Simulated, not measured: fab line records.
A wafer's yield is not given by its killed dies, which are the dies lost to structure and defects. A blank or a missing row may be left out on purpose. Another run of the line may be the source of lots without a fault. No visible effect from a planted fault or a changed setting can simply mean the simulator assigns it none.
A lot that was struck, set against a sound lot    flow sky130    14 out of 708 route steps
Sound: wafers L263.1, L263.5, L263.6. Struck: wafers L267.2, L267.3, L267.5. Last of all comes the cause.
Each step with rows lists, per side, the tool, then ch with its chambers, then its first start. Under that, the readings that differ: sound wafers    struck wafers    difference of the means    sigmas: that difference in standard deviations of wafers without a fault.
alike: words and numbers the same on both sides, and readings whose means are apart by under 2 such deviations; not compared: readings that were withheld, readings missing a value for some wafer, numbers with overlapping values and no deviation given by the record, and bounds like >300 which may hide the same value.
The two part at a step that has a row with sigmas, a row that says differs or no value, or rows on one side only. Numbers that have no deviation but don't overlap get no sigmas and don't part them. Lack of a reading on every wafer of one side parts them only where that side has two or more wafers.

SKY_CONTACT_THK_MEAS_01:
  sound: film metro-03 at day 32 02:47; struck: film metro-01 at day 33 00:55
  alike: CONTACT_CVD_00_THK
then, 1 step without rows for these wafers: SKY_CONTACT_HDPCVD_02 (deposits SiO2, target thk 565 nm, time 94.2 s).
SKY_CONTACT_THK_MEAS_03:
  sound: film metro-01 at day 32 02:55; struck: film metro-03 at day 33 01:02
  alike: CONTACT_HDPCVD_THK
SKY_CONTACT_CMP_04: polishes SiO2.
  sound on cmp-01 ch 0,3, day 32 02:59; struck on cmp-02 ch 0,1,3, day 33 01:11
  alike: motor current A, platen rpm, time to endpoint s
SKY_CONTACT_BOW_MEAS_05:
  sound: film metro-03 at day 32 03:17; struck: film metro-01 at day 33 01:25
  alike: CONTACT_BOW
then, 7 steps without rows for these wafers: SKY_CONTACT_DEHYDRATE_06 (time 60 s); SKY_CONTACT_HMDS_07 (prime time 60 s); SKY_CONTACT_COAT_08 (resist thk 60 nm); SKY_CONTACT_COAT_09 (resist thk 450 nm); SKY_CONTACT_SOFTBAKE_10 (time 90 s); SKY_CONTACT_EXPOSE_11 (exposes mask CTM1, target cd 170 nm); SKY_CONTACT_PEB_12.
SKY_CONTACT_DEVELOP_13: develop time 60 s.
  struck on litho track-01, day 34 03:00; sound on litho track-01 ch 0, day 33 06:00
  no value came back on the struck wafers for chill plate temp C (C), develop time s (s); on the sound wafers chill plate temp C (C) reads 22.93 22.89 22.95
reading                                         sound              struck             difference  sigmas
model.KrF-thick_of_CONTACT_COAT_09.thk nm (nm)  434.6 436.7 436.6  451.6 450.3 449.7  +14.6       
SKY_CONTACT_CD_MEAS_14 targets a cd of 170 nm.
  sound: cd sem-02 at day 33 06:23; struck: cd sem-02 at day 34 03:13
reading     sound              struck  difference                     sigmas
cd nm (nm)  171.4 171.0 171.4  - - -   no value on the struck wafers  

== WHERE THEY PART ==
At SKY_CONTACT_DEVELOP_13 first; at SKY_CONTACT_CD_MEAS_14 last (within this record only).

WHY: the cause the simulator had injected
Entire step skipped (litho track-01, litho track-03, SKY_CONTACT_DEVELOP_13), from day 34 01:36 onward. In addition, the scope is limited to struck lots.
